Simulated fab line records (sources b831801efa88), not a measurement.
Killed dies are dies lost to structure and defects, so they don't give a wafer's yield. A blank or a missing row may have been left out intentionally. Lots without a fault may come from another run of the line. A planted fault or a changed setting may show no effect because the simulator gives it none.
Split-lot study    flow gf180mcu    23 wafers read across 5 lots, on a route 602 steps long

## THE SPLIT ITSELF
At GF_CONTACT_CVD_24 (deposits W, target thk 300 nm, time 90.339 s), the setting temp_c was moved away from the recipe's 400 C on 7 of the 23 wafers read, by -2.6% to +2.0%. This setting was run at the recipe's value on the other wafers.

## FROM THE SPLIT ON TO THE READING: in between, the file shows 1 step
- GF_CONTACT_RS_MEAS_25: measures by four-point-probe

## THE READING
CONTACT_W_THK, in nm, at GF_CONTACT_THK_MEAS_26 (measures by xrf). A value of 293 nm with a standard deviation of 3.9 nm is what fault-free wafers of this fab line usually give.

wafer   tool, chamber at the split  temp_c as run, C  against the recipe  CONTACT_W_THK, nm  against lot-mates on the recipe
L074.1  cvd_w-01, 0                 400               recipe              291                -
L074.4  cvd_w-01, 0                 400               recipe              295                -
L074.6  cvd_w-01, 1                 400               recipe              291                -
L078.1  cvd_w-01, 0                 400               recipe              288                -
L078.2  cvd_w-01, 1                 389.6             -2.6%               245                -42
L078.3  cvd_w-01, 0                 400               recipe              287                -
L078.4  cvd_w-01, 1                 389.6             -2.6%               244                -44
L078.6  cvd_w-01, 1                 389.6             -2.6%               245                -42
L079.1  cvd_w-02, 1                 406               +1.5%               325                +30
L079.2  cvd_w-02, 0                 400               recipe              296                -
L079.3  cvd_w-02, 0                 400               recipe              294                -
L079.5  cvd_w-02, 1                 406               +1.5%               323                +28
L079.6  cvd_w-02, 0                 400               recipe              294                -
L082.1  cvd_w-02, 0                 400               recipe              295                -
L082.3  cvd_w-02, 1                 400               recipe              290                -
L082.4  cvd_w-02, 0                 400               recipe              293                -
L082.5  cvd_w-02, 0                 400               recipe              294                -
L082.6  cvd_w-02, 1                 400               recipe              291                -
L085.1  cvd_w-01, 0                 400               recipe              294                -
L085.2  cvd_w-01, 1                 400               recipe              297                -
L085.4  cvd_w-01, 0                 408.1             +2.0%               340                +44
L085.5  cvd_w-01, 1                 400               recipe              298                -
L085.6  cvd_w-01, 0                 408.1             +2.0%               339                +43

THE FIT
A straight line over all 23 wafers: CONTACT_W_THK changes by +20 nm for each +1% of temp_c; r = +0.99; the points scatter about the line by 3.3 nm.
The same after taking each lot's own level away (the mean of its wafers on the recipe; 23 wafers): +18.1 nm for each +1%; r = +0.99; scatter 2.7 nm.
Per that fit: largest temp_c move, reading shift of 47 nm.
From 287.5 to 296.3 nm: that is the span of the lots' own levels, equal to 2.3 times the standard deviation above.
Thus the slope moves with the lot-to-lot level: the two fits are different.
Check: with one of the wafers moved furthest among these (-2.6%) left out of the fit, the line predicts -46.9 nm for it against its lot-mates. It came out at -42.5 nm against them.

## OTHER SPLITS ON THESE WAFERS
Other splits were also applied to these wafers ahead of the reading. Each is held against what the fit with the lots' levels taken away leaves over:
other split on the same wafers        wafers away from the commonest value  r with CONTACT_W_THK (lot level and that fit taken away)
GF_CONTACT_CVD_00 sih4_flow_sccm      8                                     +0.02
GF_CONTACT_CMP_04 leave_above_ref_nm  7                                     +0.21
GF_CONTACT_PEB_12 peb_time_s          6                                     -0.32

## THE WHOLE CHAIN: every reading that the file lists as answering this split, in the file's order
step                    what it does                                  reading                                                                      change (the file's fit)              r (the file's)
GF_CONTACT_CVD_24       deposits W, target thk 300 nm, time 90.339 s  W_of_CONTACT_CVD_24.thk_nm (the simulator's own value, which no gauge read)  +19 nm for each +1% of the setting   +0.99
GF_CONTACT_RS_MEAS_25   measures by four-point-probe                  CONTACT_W_RS                                                                 -0.0252 for each +1% of the setting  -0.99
GF_CONTACT_THK_MEAS_26  measures by xrf                               CONTACT_W_THK                                                                +18.4 for each +1% of the setting    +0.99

## FILE'S OWN FIT
CONTACT_W_THK changes by +18.4 nm for each +1% of temp_c, r = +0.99.
